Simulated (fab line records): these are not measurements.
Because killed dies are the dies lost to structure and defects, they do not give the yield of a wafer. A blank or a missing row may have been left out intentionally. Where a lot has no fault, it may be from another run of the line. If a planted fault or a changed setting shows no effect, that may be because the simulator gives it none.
Which tool is to blame? + flow sky130 + Sampling: 12 lots, 36 wafers, 3 of 708 route steps

WHAT EACH GAUGE READ, for each wafer
SKY_CAPM_THK_MEAS_01.
| lot  | measured     | on            | CAPM_CVD_00_THK (nm) |
|------|--------------|---------------|----------------------|
| L075 | day 36 11:14 | film-metro-04 | 15.14 15.27 15.47    |
| L077 | day 37 02:40 | film-metro-04 | 15.15 15.37 15.56    |
| L079 | day 37 23:31 | film-metro-02 | 15.48 15.51 15.43    |
| L081 | day 38 14:20 | film-metro-02 | 15.41 15.18 15.74    |
| L083 | day 39 08:07 | film-metro-04 | 15.33 15.69 15.27    |
| L085 | day 39 18:01 | film-metro-01 | 15.38 15.51 15.52    |
| L087 | day 40 11:59 | film-metro-04 | 15.48 15.58 15.48    |
| L089 | day 41 02:51 | film-metro-02 | 14.75 15.06 15.43    |
| L091 | day 41 14:49 | film-metro-02 | 15.55 15.47 15.40    |
| L094 | day 42 11:37 | film-metro-02 | 15.17 15.57 15.39    |
| L095 | day 42 15:05 | film-metro-02 | 15.55 15.83 15.65    |
| L097 | day 43 02:05 | film-metro-01 | 14.96 15.47 15.45    |

WHAT TOOL EACH LOT RAN ON (gives the tool, then ch and the chambers of the sampled wafers, and finally the start)
| lot  | SKY_SONOS_ONO_STRIP_17               | SKY_LI_CONTACT_CVD_21         |
|------|--------------------------------------|-------------------------------|
| L075 | plasma-asher-01 ch 0,1, day 12 23:35 | cvd-w-02 ch 1, day 29 07:06   |
| L077 | plasma-asher-04 ch 0,1, day 13 16:12 | cvd-w-02 ch 0,1, day 30 00:10 |
| L079 | plasma-asher-04 ch 0,1, day 14 06:49 | cvd-w-01 ch 0,1, day 30 20:52 |
| L081 | plasma-asher-01 ch 0,1, day 15 01:41 | cvd-w-01 ch 0,1, day 31 15:01 |
| L083 | plasma-asher-01 ch 0, day 15 19:45   | cvd-w-01 ch 0,1, day 32 09:25 |
| L085 | plasma-asher-04 ch 0, day 16 05:00   | cvd-w-01 ch 0,1, day 32 20:38 |
| L087 | plasma-asher-01 ch 0,1, day 17 06:13 | cvd-w-02 ch 0,1, day 33 15:46 |
| L089 | plasma-asher-01 ch 0,1, day 18 03:06 | cvd-w-01 ch 0,1, day 34 07:58 |
| L091 | plasma-asher-02 ch 0,1, day 18 13:40 | cvd-w-02 ch 0,1, day 34 20:34 |
| L094 | plasma-asher-01 ch 0,1, day 19 21:09 | cvd-w-01 ch 0,1, day 35 18:35 |
| L095 | plasma-asher-01 ch 0,1, day 19 23:40 | cvd-w-02 ch 0,1, day 35 23:07 |
| L097 | plasma-asher-04 ch 0,1, day 20 13:16 | cvd-w-02 ch 0,1, day 36 11:14 |
- SKY_SONOS_ONO_STRIP_17: strips in O2/N2.
- SKY_LI_CONTACT_CVD_21: deposits W, target thk 400 nm, time 120.56 s.

THE ANSWER, worked out from the rows above alone
Rule: the usual values come from the lots themselves. Put in order of their means at a reading, lots are off if they are a third of the lots or fewer, leave a main group of 4 or more, and stand apart from it by a gap of 3 or more times the standard deviation of the main group's means; of several such gaps the widest counts. A main group is skipped when, at the precision printed for the reading in the tables above, its means are all equal. A lot without any number at a reading at which 4 lots or more have one is off too. The other lots that the step has rows for count as sound.
None of the lots is off at any reading shown; this tells nothing.

WHAT HAD BEEN PUT IN BY THE SIMULATOR
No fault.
